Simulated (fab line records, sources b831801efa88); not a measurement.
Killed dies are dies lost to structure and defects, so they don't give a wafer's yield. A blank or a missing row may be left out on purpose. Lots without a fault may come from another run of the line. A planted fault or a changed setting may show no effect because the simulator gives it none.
Which tool did it? | flow gf180mcu | 6 lots, 18 wafers sampled, at 2 steps of a route of 602

WHAT THE GAUGES READ, wafer by wafer
GF_NSD_CD_MEAS_07: target cd 400 nm.
lot  | measured     | on        | cd_nm (nm)
L277 | day 14 05:22 | cd_sem-01 | 404.9 405.2 402.4
L279 | day 15 02:55 | cd_sem-02 | 397.4 395.7 396.4
L282 | day 16 03:40 | cd_sem-02 | 398.6 397.7 398.2
L285 | day 17 01:58 | cd_sem-02 | 401.2 400.9 400.9
L288 | day 18 06:26 | cd_sem-01 | 404.2 402.3 401.6
L294 | day 20 06:21 | cd_sem-01 | 397.6 398.7 400.6

WHICH TOOL RAN EACH LOT (tool, then ch and the chambers of the sampled wafers, then the start)
lot  | GF_NSD_COAT_02
L277 | litho_track-01 ch 0, day 13 19:05
L279 | litho_track-04 ch 0, day 14 16:16
L282 | litho_track-04 ch 0, day 15 16:52
L285 | litho_track-03 ch 0, day 16 14:24
L288 | litho_track-04 ch 0, day 17 18:19
L294 | litho_track-01 ch 0, day 19 17:52
- GF_NSD_COAT_02: resist thk 1000 nm.

THE ANSWER, worked out from the rows above alone
Rule: what is usual is taken from the lots themselves. Put in order of their means at a reading, lots are off if they are a third of the lots or fewer, leave a main group of 4 or more, and stand apart from it by a gap of 3 or more times the standard deviation of the main group's means; of several such gaps the widest counts. A main group whose means are all the same, to the digits that the tables above print for the reading, isn't used. A lot without any number at a reading at which 4 lots or more have one is off too. The other lots that the step has rows for count as sound.
No lot is off at any reading shown: from this, nothing can be told.

WHAT THE SIMULATOR HAD PUT IN
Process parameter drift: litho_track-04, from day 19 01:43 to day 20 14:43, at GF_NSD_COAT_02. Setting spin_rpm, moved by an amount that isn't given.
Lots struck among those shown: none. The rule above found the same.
